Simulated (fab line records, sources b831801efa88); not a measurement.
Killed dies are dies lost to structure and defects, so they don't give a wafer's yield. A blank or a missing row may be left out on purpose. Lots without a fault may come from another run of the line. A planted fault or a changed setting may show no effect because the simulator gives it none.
Which tool did it? | flow gf180mcu | 12 lots, 36 wafers sampled, at 6 steps of a route of 602

WHAT THE GAUGES READ, wafer by wafer
GF_STI_THK_MEAS_04. Usual: STI_CVD_03_THK 206.0 nm, standard deviation 1.4.
lot  | measured    | on            | STI_CVD_03_THK (nm) | flag
L838 | day 1 19:34 | film_metro-01 | 207.0 205.4 207.2   |
L839 | day 1 23:34 | film_metro-04 | 204.5 204.2 204.8   |
L840 | day 2 05:25 | film_metro-01 | 206.0 205.4 205.9   |
L841 | day 2 09:34 | film_metro-04 | 207.7 205.7 205.5   |
L842 | day 2 14:34 | film_metro-01 | 206.0 205.1 205.9   |
L843 | day 2 19:34 | film_metro-04 | 204.8 204.9 204.2   |
L844 | day 3 00:55 | film_metro-01 | 206.4 208.4 207.8   |
L845 | day 3 05:35 | film_metro-04 | 236.8 237.5 238.7   | OFF
L847 | day 3 16:33 | film_metro-01 | 207.2 207.3 208.2   |
L848 | day 3 23:34 | film_metro-02 | 239.6 236.9 237.8   | OFF
L856 | day 5 13:51 | film_metro-04 | 205.2 206.8 207.6   |
L857 | day 5 20:05 | film_metro-02 | 207.4 206.0 208.6   |

GF_STI_THK_MEAS_24. Usual: STI_CVD_23_THK 650 nm, standard deviation 6.6.
lot  | measured    | on            | STI_CVD_23_THK (nm) | flag
L838 | day 2 10:43 | film_metro-02 | 662 657 657         |
L839 | day 2 13:50 | film_metro-01 | 653 651 651         |
L840 | day 2 19:48 | film_metro-01 | 661 655 656         |
L841 | day 3 00:08 | film_metro-01 | 649 650 650         |
L842 | day 3 04:58 | film_metro-01 | 644 646 642         |
L843 | day 3 11:40 | film_metro-02 | 669 654 658         |
L844 | day 3 17:32 | film_metro-01 | 648 641 637         |
L845 | day 3 21:17 | film_metro-01 | 649 650 658         |
L847 | day 4 07:31 | film_metro-02 | 657 653 651         |
L848 | day 4 15:20 | film_metro-01 | 652 652 644         |
L856 | day 6 06:42 | film_metro-04 | 649 643 654         |
L857 | day 6 13:02 | film_metro-04 | 648 656 647         |

GF_VT_IMPLANT_RS_MEAS_46: measures by four-point-probe. Usual: MVSD_RS 455.8 ohm/sq, standard deviation 1.2.
lot  | measured     | on            | MVSD_RS (ohm/sq)  | flag
L838 | day 8 04:44  | film_metro-04 | 456.4 454.7 455.4 |
L839 | day 8 03:26  | film_metro-04 | 458.1 456.9 457.4 |
L840 | day 8 10:50  | film_metro-02 | 458.1 457.7 457.5 |
L841 | day 8 18:07  | film_metro-04 | 453.9 453.8 454.3 |
L842 | day 8 22:06  | film_metro-02 | 456.3 457.1 456.8 |
L843 | day 9 08:05  | film_metro-02 | 456.3 455.7 455.8 |
L844 | day 9 16:03  | film_metro-02 | 455.2 454.1 455.5 |
L845 | day 9 21:01  | film_metro-02 | 455.3 455.4 455.6 |
L847 | day 10 13:28 | film_metro-04 | 456.7 455.4 456.4 |
L848 | day 10 19:22 | film_metro-02 | 454.3 454.3 455.6 |
L856 | day 12 21:52 | film_metro-03 | 455.6 455.6 455.6 |
L857 | day 13 07:22 | film_metro-02 | 454.3 453.9 454.4 |

WHICH TOOL RAN EACH LOT (tool, then ch and the chambers of the sampled wafers, then the start)
lot  | GF_STI_CVD_03              | GF_STI_ETCH_13                    | GF_STI_CMP_25
L838 | lpcvd-02 ch 0, day 1 16:34 | rie_diel-03 ch 0,2,3, day 2 07:26 | cmp-02 ch 1,3, day 2 10:49
L839 | lpcvd-02 ch 1, day 1 21:34 | rie_diel-04 ch 0,1,2, day 2 11:56 | cmp-02 ch 0,2,3, day 2 13:53
L840 | lpcvd-01 ch 0, day 2 03:26 | rie_diel-01 ch 1,3, day 2 17:56   | cmp-02 ch 0,1,3, day 2 19:55
L841 | lpcvd-01 ch 1, day 2 07:34 | rie_diel-03 ch 2,3, day 2 21:26   | cmp-01 ch 1,2, day 3 00:14
L842 | lpcvd-02 ch 1, day 2 12:34 | rie_diel-01 ch 0,1,3, day 3 03:04 | cmp-02 ch 0,1, day 3 05:01
L843 | lpcvd-02 ch 0, day 2 17:34 | rie_diel-03 ch 0,2,3, day 3 08:29 | cmp-02 ch 0,1,3, day 3 11:43
L844 | lpcvd-01 ch 1, day 2 22:55 | rie_diel-04 ch 1,2,3, day 3 13:29 | cmp-01 ch 0,1,3, day 3 18:14
L845 | lpcvd-01 ch 0, day 3 03:34 | rie_diel-04 ch 0,1,2, day 3 18:38 | cmp-01 ch 0,1, day 3 21:20
L847 | lpcvd-02 ch 0, day 3 14:32 | rie_diel-01 ch 1,2,3, day 4 05:35 | cmp-02 ch 0,1,2, day 4 07:38
L848 | lpcvd-01 ch 1, day 3 20:35 | rie_diel-03 ch 0,1,2, day 4 13:03 | cmp-01 ch 1,2,3, day 4 15:27
L856 | lpcvd-02 ch 1, day 5 10:52 | rie_diel-04 ch 0,1,3, day 6 04:08 | cmp-02 ch 0,3, day 6 06:45
L857 | lpcvd-02 ch 0, day 5 15:36 | rie_diel-01 ch 0,2,3, day 6 11:08 | cmp-02 ch 0,1,2, day 6 13:04
- GF_STI_CVD_03: deposits Si3N4 from DCS/NH3, target thk 207.16 nm, time 3551 s.
- GF_STI_ETCH_13: etches the open film in CHF3/O2, stops on Si, target depth 282.31 nm, time 112.9 s.
- GF_STI_CMP_25: polishes, stops on Si3N4, t overpolish 33 s, target thk 524.6 nm.

WHAT THE TOOLS THEMSELVES READ (means of the sampled wafers that have a number; where no wafer has one, the mark that the record gives instead)
GF_STI_CVD_03. Usual: spike_tc_centre_C 770.8 C, standard deviation 1.2; spike_tc_lower_C 769.4 C, standard deviation 1.8; spike_tc_upper_C 770.2 C, standard deviation 1.2; susceptor_temp_C 769.9 C, standard deviation 0.39.
lot  | tool     | spike_tc_centre_C (C) | spike_tc_lower_C (C) | spike_tc_upper_C (C) | susceptor_temp_C (C) | flag
L838 | lpcvd-02 | 770.6                 | 770.3                | 768.3                | 770.1                |
L839 | lpcvd-02 | 771.5                 | 771.7                | 770.7                | 769.7                |
L840 | lpcvd-01 | 769.6                 | 767.9                | 769.7                | 769.2                |
L841 | lpcvd-01 | 770.5                 | 768.5                | 769.8                | 769.6                |
L842 | lpcvd-02 | 771.4                 | 771.0                | 772.0                | 770.0                |
L843 | lpcvd-02 | 770.4                 | 770.0                | 768.6                | 770.0                |
L844 | lpcvd-01 | 771.3                 | 768.4                | 770.6                | 770.5                |
L845 | lpcvd-01 | 777.7                 | 776.5                | 777.4                | 777.6                | OFF
L847 | lpcvd-02 | 769.4                 | 770.6                | 768.8                | 770.2                |
L848 | lpcvd-01 | 778.6                 | 776.5                | 778.8                | 777.9                | OFF
L856 | lpcvd-02 | 771.3                 | 770.9                | 770.9                | 770.1                |
L857 | lpcvd-02 | 771.2                 | 769.9                | 768.8                | 769.9                |

GF_STI_ETCH_13. Usual: O2_flow_sccm 5.001 sccm, standard deviation 0.016; drypump_motor_current_A 5.8 A, standard deviation 0.56; oes_product_au 0.830 a.u., standard deviation 0.0054; throttle_valve_pct 8.809 %, standard deviation 0.0089.
lot  | tool        | O2_flow_sccm (sccm) | drypump_motor_current_A (A) | oes_product_au (a.u.) | throttle_valve_pct (%) | flag
L838 | rie_diel-03 | 4.992               | 5.8                         | 0.828                 | 8.809                  |
L839 | rie_diel-04 | 4.989               | 5.9                         | 0.828                 | 8.810                  |
L840 | rie_diel-01 | 4.984               | 5.9                         | 0.831                 | 8.809                  |
L841 | rie_diel-03 | 5.017               | 6.3                         | 0.831                 | 8.812                  |
L842 | rie_diel-01 | 5.007               | 5.7                         | 0.826                 | 8.808                  |
L843 | rie_diel-03 | 4.986               | 5.8                         | 0.827                 | 8.814                  |
L844 | rie_diel-04 | 5.002               | 5.6                         | 0.836                 | 8.814                  |
L845 | rie_diel-04 | 5.009               | 5.9                         | 0.900                 | 8.828                  | OFF
L847 | rie_diel-01 | 5.003               | 5.9                         | 0.831                 | 8.807                  |
L848 | rie_diel-03 | 5.004               | 5.6                         | 0.902                 | 8.823                  | OFF
L856 | rie_diel-04 | 4.992               | 5.7                         | 0.831                 | 8.813                  |
L857 | rie_diel-01 | 5.001               | 5.8                         | 0.832                 | 8.811                  |

GF_STI_CMP_25. Usual: motor_current_A 12.2 A, standard deviation 1.1.
lot  | tool   | motor_current_A (A) | flag
L838 | cmp-02 | 12.5                |
L839 | cmp-02 | 11.2                |
L840 | cmp-02 | 12.1                |
L841 | cmp-01 | 11.8                |
L842 | cmp-02 | 12.5                |
L843 | cmp-02 | 12.1                |
L844 | cmp-01 | 12.7                |
L845 | cmp-01 | 12.1                |
L847 | cmp-02 | 12.1                |
L848 | cmp-01 | 12.7                |
L856 | cmp-02 | 11.5                |
L857 | cmp-02 | 11.9                |

THE ANSWER, worked out from the rows above alone
Rule: a lot is off if the mean of its wafers that have a number lies more than 3 standard deviations from the usual mean. A lot without any number at a reading at which 4 lots or more have one is off too. The other lots that the step has rows for count as sound. The gauges are gone through in route order, then the tools' own readings, and for those a lot's mean is taken as printed above. The first step at which some lot is off is used, and at that step the reading that is off furthest; a lot without a number counts as furthest.
Off: L845, L848, at GF_STI_THK_MEAS_04 (STI_CVD_03_THK).
A tool fits if, at a process step before that reading, it ran every lot that is off, and no sound lot after the first of them. The gauges at GF_STI_THK_MEAS_04 aren't tried: what is off there is off at GF_STI_CVD_03 too, on other tools, and a gauge's error can't cause that. One fits: lpcvd-01 at GF_STI_CVD_03. Its last sound lot is L844 (day 2 22:55), its first lot that is off L845 (day 3 03:34): a fault that began between those two fits.
The tool's own readings at GF_STI_CVD_03 bear it out: on the lots that are off they differ by more than 5 times the standard deviation of the sound lots' means. spike_tc_centre_C reads 778.2 C there against 770.7 C on the sound lots; spike_tc_lower_C reads 776.5 C there against 769.9 C on the sound lots; spike_tc_upper_C reads 778.1 C there against 769.8 C on the sound lots; susceptor_temp_C reads 777.8 C there against 769.9 C on the sound lots.

WHAT THE SIMULATOR HAD PUT IN
Process parameter drift: lpcvd-01, from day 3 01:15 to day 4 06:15, at GF_STI_CVD_03. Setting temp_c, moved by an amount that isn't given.
Lots struck among those shown: L845, L848. The rule above found the same.
